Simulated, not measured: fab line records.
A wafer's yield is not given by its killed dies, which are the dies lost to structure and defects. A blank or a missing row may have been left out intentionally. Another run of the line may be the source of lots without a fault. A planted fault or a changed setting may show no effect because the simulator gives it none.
2 desks, one fault :: flow sky130 :: each desk holds nothing but its own numbers, with what lay behind them at the end

THE METROLOGY DESK
Means of the sampled wafers that have a number, per lot and without regard to the tool the lot ran on: this is what the gauges read. The brackets show how far a lot's mean lies from the usual mean; more than 4 standard deviations puts the lot out of limits, marked OUT.
Columns: A = LI_CONTACT_BOW at SKY_LI_CONTACT_BOW_MEAS_03, usual 55 um; B = LOCAL_INTERCONNECT_TIN_RS at SKY_LOCAL_INTERCONNECT_RS_MEAS_01, usual 14.22 ohm/sq; C = LOCAL_INTERCONNECT_TIN_THK at SKY_LOCAL_INTERCONNECT_THK_MEAS_02, usual 98.9 nm
lot: L477
first seen here: day 27 21:53
A: 62
B: 14.27
C: 97.6

lot: L479
first seen here: day 29 16:09
A: 52
B: 14.12
C: 99.7

lot: L483
first seen here: day 29 20:55
A: 54
B: 14.29
C: 97.8

lot: L484
first seen here: day 30 04:06
A: 66
B: 14.30
C: 98.5

lot: L486
first seen here: day 30 23:43
A: 60
B: 14.35
C: 97.9

lot: L489
first seen here: day 32 02:07
A: 55
B: 13.70 (-4.3) OUT
C: 102.3 (+4.0) OUT

lot: L490
first seen here: day 33 11:41
A: 54
B: 13.92
C: 101.7

lot: L491
first seen here: day 33 13:32
A: 55
B: 14.25
C: 99.1

lot: L498
first seen here: day 34 19:47
A: 60
B: 14.18
C: 98.9

lot: L499
first seen here: day 35 01:52
A: 57
B: 14.44
C: 97.7
This desk's result: L489 out of limits, first on L489 (LOCAL_INTERCONNECT_TIN_RS at SKY_LOCAL_INTERCONNECT_RS_MEAS_01), day 33 06:38. Within limits: L477, L479, L483, L484, L486, L490, L491, L498, L499.

FOR THE TOOL OWNER'S DESK: pvd-sputter-02
At SKY_LOCAL_INTERCONNECT_SPUTTER_00 (material TiN, target thk 100 nm, time 83.3 s) the tool's own readings: per lot run on this tool, the mean of the sampled wafers that have a number. The brackets show how far a lot's mean lies from the usual mean; more than 4 standard deviations puts the lot out of limits, marked OUT.
Columns: A = susceptor-temp-C at SKY_LOCAL_INTERCONNECT_SPUTTER_00, usual 299.99 C; B = throttle-valve-pct at SKY_LOCAL_INTERCONNECT_SPUTTER_00, usual 30.2 %
lot: L477
first seen here: day 29 03:29
A: 300.10
B: 31.0

lot: L483
first seen here: day 31 02:04
A: 299.91
B: 31.3

lot: L484
first seen here: day 31 08:43
A: 299.92
B: 30.5

lot: L486
first seen here: day 32 04:58
A: 299.84
B: 31.3

lot: L489
first seen here: day 33 06:34
A: 299.93
B: 30.9

lot: L490
first seen here: day 34 16:47
A: 299.93
B: 30.3
Finding of this desk: none of the 6 lots has anything out of limits.

BROUGHT TOGETHER
The metrology desk could have raised an alarm at day 33 06:38, on L489.
The desk of the tool owner found nothing out of limits.
On record at the tool owner's desk: L489, within its limits.
On pvd-sputter-02, each named lot ran SKY_LOCAL_INTERCONNECT_SPUTTER_00.

WHAT WAS PUT IN BY THE SIMULATOR
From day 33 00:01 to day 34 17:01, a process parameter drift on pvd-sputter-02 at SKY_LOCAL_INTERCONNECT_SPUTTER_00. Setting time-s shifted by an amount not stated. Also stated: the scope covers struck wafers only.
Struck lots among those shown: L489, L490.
Per desk, hours elapsed from the start of the fault to the first reading out of limits: for the metrology desk, 7.
